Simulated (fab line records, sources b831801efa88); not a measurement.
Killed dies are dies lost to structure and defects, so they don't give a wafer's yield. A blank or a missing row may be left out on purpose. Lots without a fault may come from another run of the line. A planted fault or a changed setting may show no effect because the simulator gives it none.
fab line records | flow sky130
record lots=6 wafers=18 last_day=50
route steps=708 shown VIA4@639 METAL5@661 PAD_OPEN@708
lots that met no fault: from a run of the same line without faults
start_h: hours from the record's first day to the start of the lot's first wafer shown | wait_h: hours since the lot's step before | " the same as in the row above | L1.1+2: a row that stands for several wafers | - no value, or no start given | * or withheld: withheld | < > ~ a bound
route shown NAME@n: a module of which the file shows steps, and the number in the route of the first | usual: mean/standard deviation of fault-free wafers | same: alike in all rows | chamber/n: place in a boat | sites: the reading at each site | _std_site: their standard deviation | _edge_site: outer sites' mean less inner sites' | radius_mm: how far each site lies from the wafer's centre | mask NAME#n: copy n | behind: the tool/chamber that last shaped the wafer | hold: why the lot was held/for how many hours/how that ended | device: the transistor (n, p or np) that didn't switch | end of line: the same wafers' tests at the end of the route | a step without rows: its recipe alone | killed: dies lost to structure and defects at the first sort, not the wafer's yield | map: a wafer's dies, x killed, . not, _ none there
set.NAME: the setting as run; set.NAME@STEP: as run at that earlier step | model.NAME: the simulator's own value behind a step, which no gauge read
lots at some steps of the route; a table a step, a row a wafer
services: from which hour (start_h, from the record's first day; less than 0 if before it) a tool's chamber was out of use, for how many hours, and why
## steps
# step SKY_VIA4_HDPCVD_00
# recipe material=SiO2 target_thk_nm=1750 sigma_open_frac=0.3 time_s=291.7 temp_c=400 sih4_flow_sccm=60 pressure_mtorr=6
# step SKY_VIA4_THK_MEAS_01
# recipe reads=SiO2_of_VIA4_HDPCVD_00
# usual VIA4_HDPCVD_THK=1751/22
# columns lot.wafer tool chamber start_h wait_h VIA4_HDPCVD_THK[nm]
L338.2 film_metro-01 - 993.35 0.1 1758
L338.4 " - " " 1774
L338.5 " - " " 1791
L342.1 film_metro-04 - 1029.50 0.1 1716
L342.4 " - " " 1736
L342.5 " - " " 1739
L344.1 film_metro-04 - 1046.02 0.1 1796
L344.4 " - " " 1752
L344.6 " - " " 1761
L350.1 film_metro-04 - 1086.47 0.1 1749
L350.3 " - " " 1760
L350.4 " - " " 1759
L353.2 film_metro-03 - 1100.29 0.1 1779
L353.5 " - " " 1756
L353.6 " - " " 1757
L358.3 film_metro-01 - 1119.19 0.1 1732
L358.4 " - " " 1726
L358.6 " - " " 1741
# step SKY_VIA4_CMP_02
# recipe material=SiO2 down_force_psi=4 platen_rpm=60 pad_velocity_m_s=0.94248
# step SKY_VIA4_BOW_MEAS_03
# recipe mode=bow
# usual VIA4_BOW=79/8.9
# columns lot.wafer tool chamber start_h wait_h VIA4_BOW[um]
L338.2 film_metro-01 - 993.72 0.3 84
L338.4 " - " " 81
L338.5 " - " " 88
L342.1 film_metro-04 - 1029.86 0.2 85
L342.4 " - " " 77
L342.5 " - " " 81
L344.1 film_metro-04 - 1046.38 0.1 65
L344.4 " - " " 78
L344.6 " - " " 63
L350.1 film_metro-04 - 1087.14 0.1 96
L350.3 " - " " 96
L350.4 " - " " 85
L353.2 film_metro-04 - 1100.66 0.1 82
L353.5 " - " " 84
L353.6 " - " " 73
L358.3 film_metro-04 - 1120.73 0.2 77
L358.4 " - " " 93
L358.6 " - " " 83
# step SKY_VIA4_DEHYDRATE_04
# recipe temp_c=200 time_s=60
# step SKY_VIA4_HMDS_05
# recipe prime_time_s=60 prime_temp_c=120
# step SKY_VIA4_COAT_06
# recipe resist=NOVOLAK spin_rpm=3000 resist_thk_nm=1140
# step SKY_VIA4_SOFTBAKE_07
# recipe temp_c=90 time_s=60 resist=NOVOLAK
# step SKY_VIA4_EXPOSE_08
# recipe mask_id=VIM4 na=0.6 source_shape=conventional sigma_outer=0.6 polarization=unpolarized target_cd_nm=800 dose_mj=132
# step SKY_VIA4_PEB_09
# recipe temp_c=withheld time_s=* resist=NOVOLAK
# step SKY_VIA4_DEVELOP_10
# recipe resist=NOVOLAK developer=TMAH develop_time_s=60 dev_temp_c=23
# step SKY_VIA4_OVL_MEAS_11
# usual VIA4_OVL=-2.1/1.1
# columns lot.wafer tool chamber start_h wait_h VIA4_OVL[nm]
L338.2 overlay-01 - 1016.15 0.1 -2.2
L338.4 " - " " -1.4
L338.5 " - " " -1.0
L342.1 overlay-01 - 1051.50 0.2 -1.6
L342.4 " - " " -1.7
L342.5 " - " " -1.7
L344.1 overlay-01 - 1067.78 0.1 -3.2
L344.4 " - " " -2.2
L344.6 " - " " -3.8
L350.1 overlay-01 - 1107.47 0.1 -1.0
L350.3 " - " " -2.8
L350.4 " - " " -1.6
L353.2 overlay-01 - 1119.91 0.1 -3.3
L353.5 " - " " -3.2
L353.6 " - " " -2.3
L358.3 overlay-01 - 1139.23 0.1 -2.4
L358.4 " - " " -2.0
L358.6 " - " " -0.8
# step SKY_VIA4_ETCH_12
# recipe target=SiO2 chemistry=C4F8/O2/Ar stop_on=TiN mask_material=NOVOLAK source_w=1500 bias_w=1200 pressure_mtorr=40 c4f8_flow_sccm=withheld O2_flow_sccm=6 Ar_flow_sccm=300 time_s=withheld target_depth_a=5800
# usual oes_product_au=0.926/0.004
# columns lot.wafer tool chamber start_h wait_h oes_product_au
L338.2 rie_diel-02 3 1016.18 0.0 0.924
L338.4 " 1 " " 0.927
L338.5 " 1 " " 0.923
L342.1 rie_diel-02 1 1051.54 0.0 0.928
L342.4 " 2 " " 0.928
L342.5 " 2 " " 0.923
L344.1 rie_diel-01 3 1067.81 0.0 0.925
L344.4 " 1 " " 0.920
L344.6 " 0 " " 0.921
L350.1 rie_diel-02 2 1107.51 0.0 0.918
L350.3 " 1 " " 0.930
L350.4 " 2 " " 0.926
L353.2 rie_diel-02 0 1119.94 0.0 0.921
L353.5 " 3 " " 0.920
L353.6 " 2 " " 0.924
L358.3 rie_diel-04 1 1139.26 0.0 0.928
L358.4 " 3 " " 0.922
L358.6 " 3 " " 0.929
# step SKY_VIA4_STRIP_13
# recipe chemistry=O2/N2 power_w=1400 pressure_mtorr=1500 platen_temp_c=withheld o2_flow_sccm=3000 n2_flow_sccm=300 overash_fraction=0.5
# step SKY_VIA4_STRIP_14
# recipe chemistry=post_etch_residue_remover time_s=1200 temp_c=72.5
# step SKY_VIA4_CLEAN_15
# recipe chemistry=IPA time_s=180 temp_c=25
# step SKY_VIA4_CLEAN_16
# recipe chemistry=O3/DIW dry=n2_spin
# step SKY_VIA4_SPUTTER_17
# recipe material=TiN target_thk_nm=20 chamber_pressure_pa=5 power_w=4000 time_s=80
# usual throttle_valve_pct=29.4/0.94
# columns lot.wafer tool chamber start_h wait_h throttle_valve_pct
L338.2 pvd_sputter-04 - 1016.88 0.0 29.8
L338.4 " - " " 29.6
L338.5 " - " " 28.1
L342.1 pvd_sputter-02 - 1052.20 0.0 30.6
L342.4 " - " " 29.3
L342.5 " - " " 30.6
L344.1 pvd_sputter-04 - 1068.48 0.0 30.4
L344.4 " - " " 29.5
L344.6 " - " " 30.0
L350.1 pvd_sputter-04 - 1108.65 0.0 29.9
L350.3 " - " " 30.3
L350.4 " - " " 30.3
L353.2 pvd_sputter-02 - 1120.60 0.0 30.3
L353.5 " - " " 29.1
L353.6 " - " " 30.2
L358.3 pvd_sputter-03 - 1139.92 0.0 28.1
L358.4 " - " " 28.2
L358.6 " - " " 28.2
# step SKY_VIA4_CVD_18
# recipe material=W target_thk_nm=505 time_s=152.14 temp_c=400 pressure_torr=40
# step SKY_VIA4_RS_MEAS_19
# recipe thk_meas_gauge=four-point-probe reads=W_of_VIA4_CVD_18+TiN_of_VIA4_SPUTTER_17
# usual VIA4_W_RS=0.2277/0.0021
# columns lot.wafer tool chamber start_h wait_h VIA4_W_RS[ohm/sq]
L338.2 film_metro-01 - 1017.11 0.1 0.2288
L338.4 " - " " 0.2269
L338.5 " - " " 0.2263
L342.1 film_metro-04 - 1052.42 0.1 0.2276
L342.4 " - " " 0.2239
L342.5 " - " " 0.2248
L344.1 film_metro-03 - 1068.69 0.1 0.2295
L344.4 " - " " 0.2300
L344.6 " - " " 0.2284
L350.1 film_metro-03 - 1108.90 0.1 0.2254
L350.3 " - " " 0.2256
L350.4 " - " " 0.2267
L353.2 film_metro-01 - 1120.83 0.1 0.2268
L353.5 " - " " 0.2245
L353.6 " - " " 0.2268
L358.3 film_metro-04 - 1140.17 0.1 0.2280
L358.4 " - " " 0.2305
L358.6 " - " " 0.2305
# step SKY_VIA4_THK_MEAS_20
# recipe thk_meas_gauge=xrf reads=W_of_VIA4_CVD_18
# usual VIA4_W_THK=512/5.6
# columns lot.wafer tool chamber start_h wait_h VIA4_W_THK[nm]
L338.2 film_metro-01 - 1017.22 0.1 509
L338.4 " - " " 514
L338.5 " - " " 517
L342.1 film_metro-04 - 1052.54 0.1 506
L342.4 " - " " 517
L342.5 " - " " 516
L344.1 film_metro-03 - 1068.81 0.1 508
L344.4 " - " " 509
L344.6 " - " " 509
L350.1 film_metro-03 - 1109.02 0.1 520
L350.3 " - " " 521
L350.4 " - " " 519
L353.2 film_metro-01 - 1120.94 0.1 513
L353.5 " - " " 519
L353.6 " - " " 509
L358.3 film_metro-04 - 1140.27 0.1 507
L358.4 " - " " 504
L358.6 " - " " 504
# step SKY_VIA4_CMP_21
# recipe stop_on=SiO2 t_overpolish_s=25 down_force_psi=3.5 platen_rpm=60 target_thk_nm=0 pad_velocity_m_s=0.94248
# usual edge_zone_pressure_frac=1.001/0.0048 head_pressure_psi=3.501/0.0068 motor_current_A=10.7/1.1 overpolish_run_s=25.000/0.01 time_to_endpoint_s=122/4.1
# columns lot.wafer tool chamber start_h wait_h edge_zone_pressure_frac head_pressure_psi motor_current_A overpolish_run_s time_to_endpoint_s
L338.2 cmp-02 1 1017.27 0.0 1.006 3.496 11.4 24.995 119
L338.4 " 3 " " 1.000 3.503 10.2 25.004 125
L338.5 " 2 " " 0.998 3.510 8.7 25.015 122
L342.4 cmp-02 0 1052.70 0.1 1.009 3.498 9.9 24.992 126
L342.1 " 1 " " 1.001 3.501 10.9 24.995 120
L342.5 " 3 " " 0.997 3.497 10.4 25.009 135
L344.4 cmp-02 1 1068.92 0.1 1.001 3.503 11.2 24.998 120
L344.1 " 3 " " 1.005 3.493 10.4 24.996 131
L344.6 " 1 " " 0.997 3.498 11.2 24.999 126
L350.4 cmp-01 1 1110.25 1.2 1.003 3.486 11.8 25.000 120
L350.1 " 2 " " 0.997 3.497 11.7 25.013 118
L350.3 " 3 " " 1.005 3.505 10.1 24.991 120
L353.2 cmp-01 2 1120.99 0.0 1.009 3.504 12.1 25.011 125
L353.6 " 2 " " 0.994 3.495 12.2 24.998 121
L353.5 " 3 " " 0.997 3.504 10.4 24.988 123
L358.3 cmp-02 0 1140.41 0.1 1.001 3.499 9.7 24.988 127
L358.4 " 1 " " 0.999 3.496 10.8 25.010 118
L358.6 " 3 " " 1.005 3.506 10.5 24.997 124
# step SKY_METAL5_SPUTTER_00
# recipe material=Ti target_thk_nm=15 power_w=3000 time_s=10 chamber_pressure_pa=0.4
# usual throttle_valve_pct=29.5/1
# columns lot.wafer tool chamber start_h wait_h throttle_valve_pct
L338.2 pvd_sputter-03 - 1017.57 0.2 30.1
L338.4 " - " " 28.4
L338.5 " - " " 28.4
L342.1 pvd_sputter-03 - 1052.90 0.1 28.4
L342.4 " - " " 28.5
L342.5 " - " " 30.2
L344.1 pvd_sputter-02 - 1069.17 0.1 30.6
L344.4 " - " " 30.8
L344.6 " - " " 30.6
L350.1 pvd_sputter-03 - 1110.60 0.2 27.9
L350.3 " - " " 28.3
L350.4 " - " " 29.8
L353.2 pvd_sputter-03 - 1121.29 0.2 28.0
L353.5 " - " " 28.2
L353.6 " - " " 27.9
L358.3 pvd_sputter-03 - 1140.61 0.1 28.3
L358.4 " - " " 28.5
L358.6 " - " " 28.2
# step SKY_METAL5_SPUTTER_01
# recipe material=TiN target_thk_nm=20 power_w=6500 time_s=16.7 chamber_pressure_pa=0.4
# step SKY_METAL5_SPUTTER_02
# recipe material=AlCu target_thk_nm=1150 power_w=10600 time_s=59.67 chamber_pressure_pa=0.4
# step SKY_METAL5_SPUTTER_03
# recipe material=Ti target_thk_nm=5 power_w=3000 time_s=3.3 chamber_pressure_pa=0.4
# step SKY_METAL5_SPUTTER_04
# recipe material=TiN target_thk_nm=70 power_w=6500 time_s=58.3 chamber_pressure_pa=0.4
# usual throttle_valve_pct=29.5/1
# columns lot.wafer tool chamber start_h wait_h throttle_valve_pct
L338.2 pvd_sputter-03 - 1017.69 0.0 30.1
L338.4 " - " " 28.4
L338.5 " - " " 28.4
L342.1 pvd_sputter-03 - 1053.02 0.0 28.3
L342.4 " - " " 28.4
L342.5 " - " " 29.9
L344.1 pvd_sputter-02 - 1069.29 0.0 30.6
L344.4 " - " " 30.9
L344.6 " - " " 30.7
L350.1 pvd_sputter-03 - 1110.72 0.0 28.2
L350.3 " - " " 28.1
L350.4 " - " " 29.8
L353.2 pvd_sputter-03 - 1121.41 0.0 28.3
L353.5 " - " " 28.4
L353.6 " - " " 28.3
L358.3 pvd_sputter-03 - 1140.73 0.0 28.1
L358.4 " - " " 28.1
L358.6 " - " " 27.9
# step SKY_METAL5_RS_MEAS_05
# recipe thk_meas_gauge=four-point-probe reads=TiN_of_METAL5_SPUTTER_04+Ti_of_METAL5_SPUTTER_03+AlCu_of_METAL5_SPUTTER_02+TiN_of_METAL5_SPUTTER_01+Ti_of_METAL5_SPUTTER_00
# usual METAL5_ALCU_RS=0.0279/0.00041
# columns lot.wafer tool chamber start_h wait_h METAL5_ALCU_RS[ohm/sq]
L338.2 film_metro-04 - 1017.76 0.0 0.0273
L338.4 " - " " 0.0276
L338.5 " - " " 0.0276
L342.1 film_metro-03 - 1053.06 0.0 0.0280
L342.4 " - " " 0.0275
L342.5 " - " " 0.0278
L344.1 film_metro-02 - 1069.34 0.0 0.0289
L344.4 " - " " 0.0285
L344.6 " - " " 0.0284
L350.1 film_metro-03 - 1110.77 0.0 0.0276
L350.3 " - " " 0.0278
L350.4 " - " " 0.0276
L353.2 film_metro-04 - 1121.48 0.0 0.0273
L353.5 " - " " 0.0279
L353.6 " - " " 0.0273
L358.3 film_metro-04 - 1140.82 0.1 0.0270
L358.4 " - " " 0.0273
L358.6 " - " " 0.0270
# step SKY_METAL5_THK_MEAS_06
# recipe thk_meas_gauge=xrf reads=AlCu_of_METAL5_SPUTTER_02
# usual METAL5_ALCU_THK=1124/18
# columns lot.wafer tool chamber start_h wait_h METAL5_ALCU_THK[nm]
L338.2 film_metro-04 - 1017.87 0.1 1147
L338.4 " - " " 1143
L338.5 " - " " 1134
L342.1 film_metro-03 - 1053.18 0.1 1112
L342.4 " - " " 1124
L342.5 " - " " 1121
L344.1 film_metro-02 - 1069.46 0.1 1093
L344.4 " - " " 1106
L344.6 " - " " 1113
L350.1 film_metro-03 - 1110.89 0.1 1122
L350.3 " - " " 1117
L350.4 " - " " 1121
L353.2 film_metro-04 - 1121.59 0.1 1149
L353.5 " - " " 1125
L353.6 " - " " 1148
L358.3 film_metro-04 - 1140.92 0.1 1168
L358.4 " - " " 1153
L358.6 " - " " 1160
# step SKY_METAL5_DEHYDRATE_07
# recipe temp_c=200 time_s=60
# step SKY_METAL5_HMDS_08
# recipe prime_time_s=60 prime_temp_c=120
# step SKY_METAL5_COAT_09
# recipe resist=NOVOLAK spin_rpm=3000 resist_thk_nm=1800
# step SKY_METAL5_SOFTBAKE_10
# recipe temp_c=90 time_s=60 resist=NOVOLAK
# step SKY_METAL5_EXPOSE_11
# recipe mask_id=MM5 na=0.6 source_shape=conventional sigma_outer=0.6 polarization=unpolarized target_cd_nm=1600 dose_mj=190
# step SKY_METAL5_PEB_12
# recipe temp_c=withheld time_s=* resist=NOVOLAK
# step SKY_METAL5_DEVELOP_13
# recipe resist=NOVOLAK developer=TMAH develop_time_s=60 dev_temp_c=23
# step SKY_METAL5_DESCUM_14
# recipe chemistry=O2 source_power_w=150 bias_power_w=0 pressure_mtorr=10 temp_c=40 time_s=11
# step SKY_METAL5_METAL_ETCH_15
# recipe target_depth_a=12600 stop_on=SiO2 over_etch_frac=0.2 time_s=239.8 chemistry=Cl2/BCl3 resist_sidewall_deg=86 pressure_mtorr=10 icp_w=900 bias_w=48.5 Cl2_flow_sccm=60 bcl3_flow_sccm=30
# step SKY_METAL5_STRIP_16
# recipe chemistry=O2/N2 power_w=1400 pressure_mtorr=1500 platen_temp_c=withheld o2_flow_sccm=3000 n2_flow_sccm=300 overash_fraction=0.5
# usual drypump_motor_current_A=6.02/0.23 oes_product_au=0.711/0.0046 strip_time_to_endpoint_s=13.50/0.17
# columns lot.wafer tool chamber start_h wait_h drypump_motor_current_A oes_product_au rf_hours_counter_h strip_time_to_endpoint_s
L338.2 plasma_asher-04 0 1040.38 0.2 6.01 0.711 26 13.36
L338.4 " 1 " " 6.33 0.712 - 13.56
L338.5 " 1 " " 6.33 0.720 - 13.77
L342.1 plasma_asher-02 0 1074.54 0.2 5.94 0.713 65 13.75
L342.4 " 0 " " 5.93 0.713 - 13.37
L342.5 " 0 " " 5.93 0.707 - 13.29
L344.1 plasma_asher-01 1 1090.32 0.2 6.12 0.711 3 13.25
L344.4 " 1 " " 6.09 0.716 - 13.30
L344.6 " 0 " " 6.14 0.710 - 13.66
L350.1 plasma_asher-02 1 1129.48 0.2 5.54 0.709 70 13.61
L350.3 " 0 " " 5.92 0.707 - 13.37
L350.4 " 1 " " 5.53 0.706 - 13.62
L353.2 plasma_asher-02 1 1140.59 0.2 5.53 0.711 71 13.29
L353.5 " 0 " " 5.94 0.710 - 13.63
L353.6 " 1 " " 5.49 0.712 - 13.33
L358.3 plasma_asher-01 1 1159.37 0.1 6.08 0.713 - 13.53
L358.4 " 0 " " 6.17 0.711 - 13.26
L358.6 " 1 " " 6.06 0.702 - 13.46
# step SKY_METAL5_STRIP_17
# recipe chemistry=post_etch_residue_remover time_s=1200 temp_c=72.5
# step SKY_METAL5_CLEAN_18
# recipe chemistry=IPA time_s=180 temp_c=25
# step SKY_METAL5_CLEAN_19
# recipe chemistry=O3/DIW dry=n2_spin
# step SKY_PAD_OPEN_PROBE_99
# usual defect_limited_yield=82.5/1.9 killed_at_M0_to_M3=44/7.3 killed_at_M4_up=3.1/1.9 killed_at_contacts=24/5.3 killed_at_front_end=15/4 killed_at_other=0.4/0.6 killed_dies=86/9.2 killed_on_rim=17/3.5 killed_open=47/6.9 killed_short=39/6.9 sort_bin_3_pad_short=0.8/0.41 sort_bin_5_function=10.6/1.5 sort_bin_6_memory=6.1/1.1 sort_n_pass=406/9.2 sort_yield_pct=82.5/1.9
# same gross_dies=492 killed_at_back_side=0 sort_bin_4_leakage[%]=0 sort_bin_8_speed[%]=0
# columns lot.wafer tool chamber start_h wait_h defect_limited_yield[%] killed_at_M0_to_M3 killed_at_M4_up killed_at_contacts killed_at_front_end killed_at_other killed_dies killed_on_rim killed_open killed_short sort_bin_3_pad_short[%] sort_bin_5_function[%] sort_bin_6_memory[%] sort_n_pass sort_yield_pct[%] model.etest.tester.sort_n_pass model.etest.tester.sort_yield_pct model.etest.tester.sort_bin_5_pct model.etest.tester.sort_bin_3_pct
L338.2 prober-01 - 1085.83 0.1 85.4 30 5 26 9 2 72 14 43 27 0.2 10.2 4.3 420 85.4 420 85.37 10.16 0.2033
L338.4 prober-01 - 1085.93 0.2 83.9 34 3 24 15 3 79 14 46 32 0.4 10.6 5.1 413 83.9 413 83.94 10.57 0.4065
L338.5 prober-01 - 1085.98 0.2 82.3 45 7 20 15 0 87 17 46 41 0.6 11.2 5.9 405 82.3 405 82.32 11.18 0.6098
L342.1 prober-01 - 1116.16 0.1 83.1 41 2 22 18 0 83 15 47 36 0.6 9.1 7.1 409 83.1 409 83.13 9.146 0.6098
L342.4 prober-01 - 1116.31 0.2 80.9 46 8 27 12 1 94 20 42 51 1.6 10.8 6.7 398 80.9 398 80.89 10.77 1.626
L342.5 prober-01 - 1116.36 0.2 81.9 30 1 37 20 1 89 19 49 39 1.0 12.0 5.1 403 81.9 403 81.91 11.99 1.016
L344.1 prober-01 - 1133.20 0.1 81.3 45 4 22 21 0 92 21 57 35 0.6 12.0 6.1 400 81.3 400 81.3 11.99 0.6098
L344.4 prober-01 - 1133.35 0.2 81.5 46 6 27 12 0 91 19 52 39 1.0 10.0 7.5 401 81.5 401 81.5 9.959 1.016
L344.6 prober-01 - 1133.45 0.2 83.9 36 2 34 7 0 79 12 46 33 0.2 9.6 6.3 413 83.9 413 83.94 9.553 0.2033
L350.1 prober-01 - 1170.40 0.1 81.1 35 18 25 15 0 93 29 37 42 1.8 11.0 6.1 399 81.1 399 81.1 10.98 1.829
L350.3 prober-01 - 1170.50 0.2 76.2 34 50 18 15 0 117 15 38 29 2.6 15.2 5.9 375 76.2 375 76.22 15.24 2.642
L350.4 prober-01 - 1170.55 0.2 80.9 37 15 20 21 1 94 29 47 33 1.8 10.4 6.9 398 80.9 398 80.89 10.37 1.829
L353.2 prober-01 - 1179.59 0.1 76.8 38 33 30 13 0 114 22 39 45 2.2 14.2 6.7 378 76.8 378 76.83 14.23 2.236
L353.5 prober-01 - 1179.74 0.2 77.4 54 22 21 14 0 111 34 39 54 3.0 12.8 6.7 381 77.4 381 77.44 12.8 3.049
L353.6 prober-01 - 1179.79 0.2 78.9 35 18 24 27 0 104 31 39 50 1.2 12.2 7.7 388 78.9 388 78.86 12.2 1.22
L358.3 prober-01 - 1195.16 0.2 81.5 37 7 35 12 0 91 13 51 39 0.2 11.4 6.9 401 81.5 401 81.5 11.38 0.2033
L358.4 prober-01 - 1195.21 0.2 83.1 35 4 24 20 0 83 17 51 31 0.6 10.6 5.7 409 83.1 409 83.13 10.57 0.6098
L358.6 prober-01 - 1195.31 0.2 80.1 45 2 33 18 0 98 17 48 50 0.2 12.6 7.1 394 80.1 394 80.08 12.6 0.2033
# killed by level:class
L338.2 CONTACT:geometric_particle:open=11 LI_CONTACT:geometric_particle:open=6 VIA1:geometric_particle:open=6 VIA3:geometric_particle:open=6 LOCAL_INTERCONNECT:geometric_particle:short=4 FIELD_ISO:geometric_particle:open=3 POLY_GATE:geometric_particle:open=3 METAL1:geometric_particle:short=3
L338.4 LI_CONTACT:geometric_particle:open=10 VIA1:geometric_particle:open=9 CONTACT:geometric_particle:open=6 VIA3:geometric_particle:open=6 METAL2:geometric_particle:short=5 FIELD_ISO:geometric_particle:short=4 FIELD_ISO:geometric_particle:open=4 CONTACT:geometric_particle:short=4
L338.5 VIA2:geometric_particle:open=12 VIA1:geometric_particle:open=12 CONTACT:geometric_particle:open=9 FIELD_ISO:geometric_particle:short=6 METAL3:geometric_particle:short=6 METAL4:geometric_particle:short=6 LI_CONTACT:geometric_particle:open=5 METAL1:geometric_particle:short=5
L342.1 VIA1:geometric_particle:open=13 LI_CONTACT:geometric_particle:open=8 POLY_GATE:geometric_particle:open=7 VIA2:geometric_particle:short=6 CONTACT:geometric_particle:short=5 METAL1:geometric_particle:short=5 VIA2:geometric_particle:open=5 LOCAL_INTERCONNECT:geometric_particle:short=4
L342.4 VIA2:geometric_particle:open=8 METAL1:geometric_particle:short=7 LI_CONTACT:geometric_particle:open=7 CONTACT:geometric_particle:open=7 VIA2:geometric_particle:short=7 VIA1:geometric_particle:open=6 METAL2:geometric_particle:short=5 LI_CONTACT:geometric_particle:short=5
L342.5 LI_CONTACT:geometric_particle:open=10 CONTACT:geometric_particle:open=8 CONTACT:geometric_particle:short=8 FIELD_ISO:geometric_particle:open=6 POLY_GATE:geometric_particle:open=5 LI_CONTACT:geometric_particle:short=5 FIELD_ISO:geometric_particle:short=4 LOCAL_INTERCONNECT:geometric_particle:short=4
L344.1 VIA1:geometric_particle:open=10 VIA2:geometric_particle:short=8 VIA3:geometric_particle:open=8 FIELD_ISO:geometric_particle:open=7 LI_CONTACT:geometric_particle:open=7 CONTACT:geometric_particle:short=7 CONTACT:geometric_particle:open=7 VIA2:geometric_particle:open=4
L344.4 VIA1:geometric_particle:open=14 LI_CONTACT:geometric_particle:open=8 VIA2:geometric_particle:open=8 CONTACT:geometric_particle:open=6 CONTACT:geometric_particle:short=6 LOCAL_INTERCONNECT:geometric_particle:short=5 VIA1:geometric_particle:short=4 METAL2:geometric_particle:open=4
L344.6 LOCAL_INTERCONNECT:geometric_particle:short=10 CONTACT:geometric_particle:open=9 VIA1:geometric_particle:open=9 LI_CONTACT:geometric_particle:open=8 VIA3:geometric_particle:open=8 METAL2:geometric_particle:short=6 CONTACT:geometric_particle:short=5 VIA2:geometric_particle:open=5
L350.1 VIA4:unspecified=14 LI_CONTACT:geometric_particle:open=8 VIA1:geometric_particle:open=8 CONTACT:geometric_particle:short=7 METAL2:geometric_particle:short=6 POLY_GATE:geometric_particle:open=5 CONTACT:geometric_particle:open=5 METAL1:geometric_particle:short=5
L350.3 VIA4:unspecified=50 VIA1:geometric_particle:open=11 LI_CONTACT:geometric_particle:short=5 CONTACT:geometric_particle:open=5 LI_CONTACT:geometric_particle:open=4 METAL2:geometric_particle:short=4 VIA2:geometric_particle:short=4 FIELD_ISO:geometric_particle:open=3
L350.4 VIA4:unspecified=13 VIA1:geometric_particle:open=10 METAL1:geometric_particle:short=9 FIELD_ISO:geometric_particle:open=8 CONTACT:geometric_particle:open=8 LI_CONTACT:geometric_particle:open=7 VIA3:geometric_particle:open=5 FIELD_ISO:geometric_particle:short=4
L353.2 VIA4:unspecified=30 CONTACT:geometric_particle:open=11 CONTACT:geometric_particle:short=10 VIA3:geometric_particle:open=8 METAL1:geometric_particle:short=6 FIELD_ISO:geometric_particle:short=5 LI_CONTACT:geometric_particle:open=5 METAL3:geometric_particle:short=5
L353.5 VIA4:unspecified=18 METAL2:geometric_particle:short=12 CONTACT:geometric_particle:open=12 METAL1:geometric_particle:short=10 VIA3:geometric_particle:open=7 VIA2:geometric_particle:open=6 FIELD_ISO:geometric_particle:short=5 VIA1:geometric_particle:open=4
L353.6 VIA4:unspecified=15 METAL1:geometric_particle:short=8 FIELD_ISO:geometric_particle:open=7 FIELD_ISO:geometric_particle:short=7 POLY_GATE:geometric_particle:short=6 CONTACT:geometric_particle:open=6 LI_CONTACT:geometric_particle:open=6 CONTACT:geometric_particle:short=5
L358.3 CONTACT:geometric_particle:open=12 LI_CONTACT:geometric_particle:open=12 VIA1:geometric_particle:open=11 LOCAL_INTERCONNECT:geometric_particle:short=7 VIA1:geometric_particle:short=5 VIA3:geometric_particle:short=5 METAL4:geometric_particle:short=4 METAL2:geometric_particle:short=3
L358.4 CONTACT:geometric_particle:open=12 VIA1:geometric_particle:open=11 VIA3:geometric_particle:open=8 FIELD_ISO:geometric_particle:open=4 POLY_GATE:geometric_particle:short=4 FIELD_ISO:geometric_particle:short=3 POLY_GATE:geometric_particle:open=3 SPACER:geometric_particle:open=3
L358.6 CONTACT:geometric_particle:open=10 LI_CONTACT:geometric_particle:open=8 METAL2:geometric_particle:short=8 FIELD_ISO:geometric_particle:open=7 CONTACT:geometric_particle:short=7 VIA3:geometric_particle:open=7 METAL1:geometric_particle:short=6 VIA1:geometric_particle:open=6
# map L350.3 (x killed, . not)
__________x....x...._________
________.....xx..x...._______
______....xx............_____
_____x.x.....x...x....x..____
____...............x......___
___.x...................x..__
__....x........x........x.x._
_.....x.....x..........x.....
_.......x.xx..x..x.........x.
_.........xxxxxxx.....x.x....
_x..xx.xxxxxxxxxx....x...x...
_......xxxxxxxxxxxx..xx....xx
_.x..x..xxxxxxx.x...........x
_......x..xxxxxxxx.......xx..
_.......x..xxxx...x........x.
__.xxx....xx.xx.......x....._
___.........x..x...xx......__
____.x...x................___
_____.....x..............____
______.............x...._____
________.x............_______
__________.x...x...x_________
# map L353.2 (x killed, . not)
__________...x....x._________
________.....x....x.x._______
______....x.......xxx.xx_____
_____..x.x......x...xxxxx____
____...............xxxxxxx___
___x.......x...x.....xxxxxx__
__......x............xxxxxxx_
_....x.....x.........xx.x.x.x
_.....xx.x........x.......x..
_.....x.x......x..........x..
_x...x..x.......x...x.....x..
_.....x....x..x.......x......
_...x.x.x.x.....x......x.....
_..xxx......x..x..x...xx.....
_x.x...x....x.........x....x.
__...........x.x......x.xx.._
___x.....x.........x..xxx..__
____.....xx........xx.....___
_____..x..............xx.____
______x...xxx..x........_____
________x...x........._______
__________.........._________
## services
# columns tool chamber start_h hours kind
cmp-01 - 1018.51 1.3 repair
rie_diel-02 1 1026.41 9.4 repair
pvd_sputter-03 - 1035.44 1.0 repair
rie_diel-01 2 1047.87 7.3 repair
rie_diel-04 - 1051.01 0.2 repair
rie_diel-02 - 1052.24 15.6 pm
plasma_asher-01 - 1055.25 9.0 pm
rie_diel-01 0 1078.34 1.3 repair
plasma_asher-02 - 1081.92 1.0 repair
cmp-02 - 1083.38 6.2 pm
rie_diel-02 2 1086.27 10.0 repair
cmp-02 - 1089.57 4.0 pm
cmp-02 - 1093.22 0.5 repair
rie_diel-02 3 1101.14 14.8 repair
pvd_sputter-02 - 1108.51 8.5 repair
cmp-02 - 1112.08 6.4 pm
plasma_asher-04 - 1113.86 2.3 repair
rie_diel-04 2 1118.77 1.4 repair
cmp-02 - 1118.96 1.6 repair
plasma_asher-02 - 1129.80 4.1 repair
pvd_sputter-02 - 1139.44 15.2 repair
plasma_asher-04 - 1141.20 5.0 repair
cmp-02 - 1142.18 4.0 repair
rie_diel-02 1 1145.70 5.7 repair
## key
first_sign step=SKY_PAD_OPEN_PROBE_99 reading=killed_at_M4_up direction=up sigmas=12 usual=3.1 struck=26
effect step=SKY_PAD_OPEN_PROBE_99 reading=sort_bin_3_pad_short direction=up sigmas=3.2 usual=0.8 struck=2.1 wafers_moved=4
model_effect step=SKY_PAD_OPEN_PROBE_99 value=etest.tester.sort_n_pass without=407 struck=386.5
met_at SKY_VIA4_ETCH_12
struck_wafers L350.1,L350.3,L350.4,L353.2,L353.5,L353.6
onset_between 1051.54 1107.51
also_fits SKY_VIA4_CMP_21:cmp-01,SKY_METAL5_STRIP_16:plasma_asher-02
fault kind=chamber_particle_source tool=rie_diel-02 chamber=- onset_h=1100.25 steps=SKY_VIA4_ETCH_12 rate_per_visit_cm2=0.73206 end_h=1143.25
